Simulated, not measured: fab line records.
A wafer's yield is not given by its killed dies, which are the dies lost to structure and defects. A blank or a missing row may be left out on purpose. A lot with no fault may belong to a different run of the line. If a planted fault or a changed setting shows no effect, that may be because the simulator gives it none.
One fault seen from 2 desks | flow sfqLine | numbers are kept per desk, each desk with only its own; the story behind them comes last

== AT THE TOOL OWNER'S DESK: pvdSputter-03 ==
The tool's own readings at SFQ_TRILAYER_JJ_TRILAYER_DEP_SPUTTER_109 (material Nb, target thk 150 nm, time 100 s): means of the sampled wafers that have a number, for each lot that ran on this tool. If a lot's mean is further than 4 standard deviations from the usual mean, the lot is out of limits and carries the mark OUT (the distance appears in the brackets).
Columns: A = cathodeDcPowerW at SFQ_TRILAYER_JJ_TRILAYER_DEP_SPUTTER_109, usual 2000.0 W; B = throttleValvePct at SFQ_TRILAYER_JJ_TRILAYER_DEP_SPUTTER_109, usual 29.5 %
lot  | first seen here | A      | B
L852 | day 46 21:41    | 1999.9 | 29.5
L856 | day 53 08:37    | 2000.0 | 29.6
L857 | day 53 17:13    | 2000.2 | 29.7
L860 | day 54 03:08    | 1999.7 | 29.6
L866 | day 60 08:06    | 2000.3 | 29.5
L868 | day 61 02:06    | 2000.0 | 29.8
L872 | day 62 06:44    | 2000.0 | 29.5
L875 | day 63 11:29    | 1999.7 | 29.9
Finding of this desk: none of the 8 lots has anything out of limits.

== THE METROLOGY DESK ==
What the gauges read, lot by lot, whatever tool the lot ran on: means of the sampled wafers that have a number. If a lot's mean is further than 4 standard deviations from the usual mean, the lot is out of limits and carries the mark OUT (the distance appears in the brackets).
Columns: A = M3_OVL at SFQ_M3_OVL_MEAS_921, usual 2 nm; B = I7_BOW at SFQ_I7_BOW_MEAS_946, usual 10 um
lot  | first seen here | A  | B
L852 | day 33 04:03    | -0 | 16
L853 | day 33 06:26    | 10 | -1
L856 | day 35 10:17    | 0  | 17
L857 | day 35 16:40    | 4  | 12
L858 | day 35 19:40    | 1  | 6
L860 | day 36 18:59    | -2 | 12
L861 | day 42 19:48    | 2  | 11
L866 | day 49 22:23    | 4  | -3
L867 | day 50 09:10    | 4  | 7
L868 | day 50 10:22    | 3  | 14
L869 | day 50 12:45    | -3 | 1
L871 | day 50 21:09    | -2 | 11
L872 | day 52 02:40    | -4 | 15
L875 | day 53 17:25    | 6  | -6
Finding of this desk: none of the 14 lots has anything out of limits.

== PUT TOGETHER ==
Nothing out of limits was seen by the tool owner's desk.
At the metrology desk, nothing out of limits was observed.

== WHAT THE SIMULATOR HAD INSERTED ==
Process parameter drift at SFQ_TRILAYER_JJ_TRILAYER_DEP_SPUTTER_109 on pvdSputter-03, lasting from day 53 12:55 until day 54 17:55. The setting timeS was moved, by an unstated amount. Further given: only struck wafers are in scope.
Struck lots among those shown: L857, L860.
